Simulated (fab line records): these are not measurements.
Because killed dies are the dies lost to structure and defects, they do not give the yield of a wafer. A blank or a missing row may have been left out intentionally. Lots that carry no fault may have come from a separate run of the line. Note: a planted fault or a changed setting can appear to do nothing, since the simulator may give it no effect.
The tool behind it: which one? ; flow gf180mcu ; Sampling: 24 lots, 72 wafers, 6 of 602 route steps

## WHAT THE GAUGES SHOWED, per wafer
GF_M2_OVL_MEAS_15. Usual: for M2_OVL the level is -2 nm and the standard deviation is 5.6.
lot;measured;on;M2_OVL (nm);flag
L074;day 19 03:22;overlay-02;3 2 4;
L075;day 19 14:10;overlay-01;-5 -5 -3;
L076;day 20 04:58;overlay-02;-2 0 2;
L077;day 20 08:15;overlay-01;-6 -3 -3;
L078;day 21 00:37;overlay-02;-6 -6 -7;
L079;day 21 11:20;overlay-01;-6 -3 0;
L080;day 21 21:28;overlay-01;-3 -10 -4;
L081;day 22 02:17;overlay-01;-13 -11 -7;
L082;day 22 07:39;overlay-01;0 5 -3;
L083;day 22 19:04;overlay-01;3 9 7;
L084;day 23 01:35;overlay-02;-7 6 2;
L085;day 23 06:39;overlay-01;8 4 12;
L086;day 23 23:01;overlay-02;-6 -6 -1;
L087;day 24 03:18;overlay-02;-16 -8 -5;
L088;day 24 09:44;overlay-01;3 2 0;
L089;day 24 16:37;overlay-02;0 -5 1;
L090;day 25 01:30;overlay-01;-5 1 1;
L091;day 25 06:21;overlay-01;4 2 8;
L092;day 25 14:27;overlay-02;-8 3 1;
L093;day 25 22:29;overlay-02;-8 -7 -17;
L094;day 26 08:41;overlay-01;-6 -3 -7;
L095;day 26 12:16;overlay-01;-7 -6 -8;
L096;day 26 15:25;overlay-02;-2 2 0;
L097;day 27 02:46;overlay-02;-3 8 -3;

GF_V3_THK_MEAS_25: measures by xrf. Usual: for V3_W_THK the level is 353 nm and the standard deviation is 4.8.
lot;measured;on;V3_W_THK (nm);flag
L074;day 22 08:54;film metro-04;348 350 343;
L075;day 22 19:16;film metro-04;351 347 349;
L076;day 23 09:56;film metro-04;354 354 356;
L077;day 23 13:16;film metro-04;359 350 359;
L078;day 24 04:14;film metro-02;354 358 347;
L079;day 24 14:10;film metro-04;357 356 355;
L080;day 24 22:39;film metro-02;359 352 357;
L081;day 25 03:52;film metro-04;356 356 353;
L082;day 25 07:16;film metro-02;357 351 351;
L083;day 25 20:29;film metro-02;364 343 358;
L084;day 26 01:43;film metro-04;355 353 351;
L085;day 26 05:18;film metro-02;349 352 363;
L086;day 26 21:49;film metro-04;354 350 352;
L087;day 27 01:55;film metro-02;353 349 351;
L088;day 27 06:10;film metro-04;361 351 363;
L089;day 27 13:19;film metro-04;356 362 358;
L090;day 27 22:28;film metro-03;349 349 351;
L091;day 28 02:48;film metro-02;351 354 355;
L092;day 28 09:55;film metro-02;344 354 342;
L093;day 28 16:59;film metro-03;348 357 353;
L094;day 29 02:31;film metro-02;349 356 345;
L095;day 29 05:29;film metro-03;353 344 350;
L096;day 29 08:32;film metro-04;352 355 361;
L097;day 29 18:40;film metro-04;352 359 352;

## WHICH TOOL RAN EACH LOT (tool, then ch and the chambers of the sampled wafers, then the start)
lot;GF_V1_SPUTTER_22;GF_M2_SPUTTER_02;GF_M2_STRIP_17;GF_V2_CMP_26
L074;pvd sputter-04, day 18 02:02;pvd sputter-03, day 18 03:04;plasma asher-01 ch 0,1, day 19 03:31;cmp-02 ch 0,2,3, day 20 06:21
L075;pvd sputter-04, day 18 12:17;pvd sputter-03, day 18 13:37;plasma asher-03 ch 0,1, day 19 14:21;cmp-02 ch 1,2,3, day 20 16:50
L076;pvd sputter-03, day 19 03:35;pvd sputter-04, day 19 04:21;plasma asher-01 ch 0,1, day 20 05:06;cmp-02 ch 0,3, day 21 07:59
L077;pvd sputter-02, day 19 06:36;pvd sputter-04, day 19 07:22;plasma asher-01 ch 0,1, day 20 08:24;cmp-02 ch 1,2, day 21 11:35
L078;pvd sputter-02, day 19 22:32;pvd sputter-04, day 19 23:17;plasma asher-04 ch 0,1, day 21 00:47;cmp-01 ch 0,1, day 22 03:04
L079;pvd sputter-04, day 20 10:11;pvd sputter-03, day 20 10:57;plasma asher-04 ch 0,1, day 21 11:35;cmp-01 ch 2,3, day 22 13:28
L080;pvd sputter-02, day 20 20:29;pvd sputter-03, day 20 21:19;plasma asher-01 ch 0,1, day 21 21:38;cmp-02 ch 1,3, day 22 23:04
L081;pvd sputter-04, day 21 01:56;pvd sputter-03, day 21 02:42;plasma asher-01 ch 0,1, day 22 02:27;cmp-01 ch 0,1,3, day 23 04:39
L082;pvd sputter-04, day 21 07:12;pvd sputter-03, day 21 07:58;plasma asher-03 ch 0,1, day 22 07:48;cmp-01 ch 1,2,3, day 23 09:03
L083;pvd sputter-04, day 21 18:51;pvd sputter-03, day 21 19:37;plasma asher-04 ch 0,1, day 22 19:20;cmp-01 ch 0,2, day 23 21:21
L084;pvd sputter-04, day 22 01:05;pvd sputter-01, day 22 01:50;plasma asher-03 ch 0,1, day 23 01:45;cmp-02 ch 0,2, day 24 02:42
L085;pvd sputter-04, day 22 06:12;pvd sputter-03, day 22 06:58;plasma asher-04 ch 0,1, day 23 06:48;cmp-02 ch 0,3, day 24 07:31
L086;pvd sputter-02, day 22 22:56;pvd sputter-01, day 22 23:42;plasma asher-04 ch 0,1, day 23 23:10;cmp-01 ch 1,2,3, day 24 23:53
L087;pvd sputter-03, day 23 03:42;pvd sputter-03, day 23 04:28;plasma asher-04 ch 1, day 24 03:29;cmp-02 ch 0,2,3, day 25 04:16
L088;pvd sputter-04, day 23 10:29;pvd sputter-04, day 23 11:15;plasma asher-04 ch 0, day 24 09:54;cmp-01 ch 2,3, day 25 10:11
L089;pvd sputter-04, day 23 17:19;pvd sputter-01, day 23 18:04;plasma asher-04 ch 0,1, day 24 16:47;cmp-01 ch 0,2,3, day 25 17:41
L090;pvd sputter-03, day 24 01:56;pvd sputter-01, day 24 02:41;plasma asher-01 ch 0,1, day 25 01:39;cmp-01 ch 0,1,2, day 26 02:12
L091;pvd sputter-02, day 24 07:44;pvd sputter-04, day 24 08:30;plasma asher-03 ch 0,1, day 25 06:30;cmp-01 ch 0,1,2, day 26 06:43
L092;pvd sputter-02, day 24 16:23;pvd sputter-04, day 24 17:08;plasma asher-04 ch 0,1, day 25 14:36;cmp-02 ch 0,1,3, day 26 14:43
L093;pvd sputter-04, day 24 23:55;pvd sputter-01, day 25 00:40;plasma asher-04 ch 1, day 25 22:37;cmp-02 ch 1,2,3, day 26 22:17
L094;pvd sputter-04, day 25 10:29;pvd sputter-04, day 25 11:14;plasma asher-01 ch 0,1, day 26 08:50;cmp-01 ch 0,1,3, day 27 07:46
L095;pvd sputter-04, day 25 13:55;pvd sputter-01, day 25 14:40;plasma asher-01 ch 0,1, day 26 12:27;cmp-01 ch 0,1,2, day 27 11:43
L096;pvd sputter-03, day 25 17:34;pvd sputter-04, day 25 18:20;plasma asher-04 ch 0,1, day 26 15:34;cmp-02 ch 0,2, day 27 13:59
L097;pvd sputter-04, day 26 05:22;pvd sputter-03, day 26 06:07;plasma asher-03 ch 0,1, day 27 02:56;cmp-01 ch 0,2, day 28 01:25
- GF_V1_SPUTTER_22: material TiN, target thk 10 nm, time 40 s.
- GF_M2_SPUTTER_02: material AlCu, target thk 450 nm, time 23.9 s.
- GF_M2_STRIP_17: strips in O2/N2.
- GF_V2_CMP_26: polishes, stops on SiO2, t overpolish 15 s, target thk 0 nm.

## WHAT THE TOOLS THEMSELVES READ (means of the sampled wafers that have a number; where no wafer has one, the mark that the record gives instead)
GF_V1_SPUTTER_22. Usual: chamber pressure pa 5.001 Pa, standard deviation 0.01; throttle valve pct 30.0 %, standard deviation 0.84.
lot;tool;chamber pressure pa (Pa);throttle valve pct (%);flag
L074;pvd sputter-04;4.996;30.3;
L075;pvd sputter-04;4.997;30.1;
L076;pvd sputter-03;4.995;29.7;
L077;pvd sputter-02;5.000;30.6;
L078;pvd sputter-02;4.996;30.7;
L079;pvd sputter-04;5.014;29.8;
L080;pvd sputter-02;5.014;30.6;
L081;pvd sputter-04;5.013;30.7;
L082;pvd sputter-04;5.001;29.8;
L083;pvd sputter-04;4.996;29.5;
L084;pvd sputter-04;4.994;29.0;
L085;pvd sputter-04;5.004;30.2;
L086;pvd sputter-02;5.002;30.8;
L087;pvd sputter-03;4.994;29.4;
L088;pvd sputter-04;5.006;28.9;
L089;pvd sputter-04;5.003;30.0;
L090;pvd sputter-03;5.003;29.5;
L091;pvd sputter-02;5.012;30.7;
L092;pvd sputter-02;5.001;30.8;
L093;pvd sputter-04;4.996;30.0;
L094;pvd sputter-04;5.000;29.3;
L095;pvd sputter-04;5.003;29.8;
L096;pvd sputter-03;4.994;29.8;
L097;pvd sputter-04;4.998;29.4;

GF_M2_SPUTTER_02. Usual: chamber pressure pa 0.4000 Pa, standard deviation 0.00077; throttle valve pct 29.8 %, standard deviation 0.9.
lot;tool;chamber pressure pa (Pa);throttle valve pct (%);flag
L074;pvd sputter-03;0.4001;29.1;
L075;pvd sputter-03;0.4006;30.0;
L076;pvd sputter-04;0.3998;29.3;
L077;pvd sputter-04;0.3996;29.7;
L078;pvd sputter-04;0.4000;30.1;
L079;pvd sputter-03;0.3999;28.9;
L080;pvd sputter-03;0.4000;28.8;
L081;pvd sputter-03;0.3999;29.6;
L082;pvd sputter-03;0.3996;29.1;
L083;pvd sputter-03;0.3992;29.5;
L084;pvd sputter-01;0.3999;30.2;
L085;pvd sputter-03;0.4007;29.7;
L086;pvd sputter-01;0.4003;30.3;
L087;pvd sputter-03;0.4000;29.4;
L088;pvd sputter-04;0.3997;30.0;
L089;pvd sputter-01;0.4004;29.9;
L090;pvd sputter-01;0.4004;30.7;
L091;pvd sputter-04;0.4007;30.2;
L092;pvd sputter-04;0.3995;30.1;
L093;pvd sputter-01;0.3999;30.9;
L094;pvd sputter-04;0.4000;29.1;
L095;pvd sputter-01;0.3996;31.0;
L096;pvd sputter-04;0.3998;29.4;
L097;pvd sputter-03;0.4000;29.7;

GF_M2_STRIP_17. Usual: drypump motor current A 5.62 A, standard deviation 0.26; heater power w 378 W, standard deviation 35; oes product au 0.558 a.u., standard deviation 0.0042; strip time to endpoint s 7.87 s, standard deviation 0.036.
lot;tool;drypump motor current A (A);heater power w (W);oes product au (a.u.);strip time to endpoint s (s);flag
L074;plasma asher-01;5.60;366;0.558;7.85;
L075;plasma asher-03;5.94;379;0.558;7.84;
L076;plasma asher-01;5.44;333;0.554;7.87;
L077;plasma asher-01;5.44;336;0.557;7.87;
L078;plasma asher-04;5.61;400;0.551;7.87;
L079;plasma asher-04;5.64;401;0.558;7.86;
L080;plasma asher-01;5.60;363;0.556;7.91;
L081;plasma asher-01;5.60;356;0.563;7.91;
L082;plasma asher-03;5.65;364;0.558;7.86;
L083;plasma asher-04;5.62;396;0.558;7.90;
L084;plasma asher-03;5.94;381;0.561;7.92;
L085;plasma asher-04;5.63;399;0.556;7.86;
L086;plasma asher-04;5.64;400;0.559;7.88;
L087;plasma asher-04;5.58;417;0.556;7.84;
L088;plasma asher-04;5.66;397;0.557;7.82;
L089;plasma asher-04;5.62;398;0.558;7.85;
L090;plasma asher-01;5.45;335;0.558;7.85;
L091;plasma asher-03;5.62;367;0.561;7.86;
L092;plasma asher-04;5.64;405;0.561;7.85;
L093;plasma asher-04;5.58;413;0.555;7.84;
L094;plasma asher-01;5.42;337;0.557;7.89;
L095;plasma asher-01;5.45;331;0.554;7.84;
L096;plasma asher-04;5.61;400;0.561;7.89;
L097;plasma asher-03;5.93;375;0.556;7.89;

GF_V2_CMP_26. Usual: head pressure psi 3.500 psi, standard deviation 0.0074; motor current A 10.9 A, standard deviation 0.82; overpolish run s 15.000 s, standard deviation 0.0087; slurry flow ml min 150.0, standard deviation 0.55; time to endpoint s 85 s, standard deviation 5.3.
lot;tool;head pressure psi (psi);motor current A (A);overpolish run s (s);slurry flow ml min;time to endpoint s (s);flag
L074;cmp-02;3.503;11.0;14.997;150.1;87;
L075;cmp-02;3.496;10.9;15.008;149.7;87;
L076;cmp-02;3.507;11.5;15.003;150.2;86;
L077;cmp-02;3.504;10.5;15.006;150.7;93;
L078;cmp-01;3.493;10.8;15.004;149.9;85;
L079;cmp-01;3.497;10.9;14.998;150.1;82;
L080;cmp-02;3.503;11.6;14.999;149.1;89;
L081;cmp-01;3.498;10.2;14.996;149.8;80;
L082;cmp-01;3.500;10.8;15.006;150.4;85;
L083;cmp-01;3.502;10.9;15.008;149.7;85;
L084;cmp-02;3.503;10.9;15.003;150.3;90;
L085;cmp-02;3.502;11.9;15.007;150.7;88;
L086;cmp-01;3.504;10.6;15.003;150.4;83;
L087;cmp-02;3.495;11.2;14.995;149.7;85;
L088;cmp-01;3.498;10.2;15.007;150.4;78;
L089;cmp-01;3.490;10.3;14.995;149.5;82;
L090;cmp-01;3.505;10.8;15.001;149.9;86;
L091;cmp-01;3.500;10.5;15.000;150.5;91;
L092;cmp-02;3.498;11.9;15.007;150.2;84;
L093;cmp-02;3.495;11.1;14.994;149.7;85;
L094;cmp-01;3.507;10.4;14.999;149.4;84;
L095;cmp-01;3.498;10.9;14.993;149.8;85;
L096;cmp-02;3.496;10.4;14.998;150.1;88;
L097;cmp-01;3.503;10.6;15.000;149.9;83;

## THE ANSWER, worked out from the rows above alone
Rule: a lot is off if the mean of its wafers that have a number lies more than 3 standard deviations from the usual mean. A lot without any number at a reading at which 4 lots or more have one is off too. Where the step has rows for the other lots, those lots are counted as sound. Order of review: gauges by route order, followed by the tools' own readings, for which a lot's mean as printed above is used. At the first step where some lot is off, the reading lying furthest off is the one used; lots without a number count as furthest.
No lot is off at any reading shown: from this, nothing can be told.

## WHAT THE SIMULATOR HAD INSERTED
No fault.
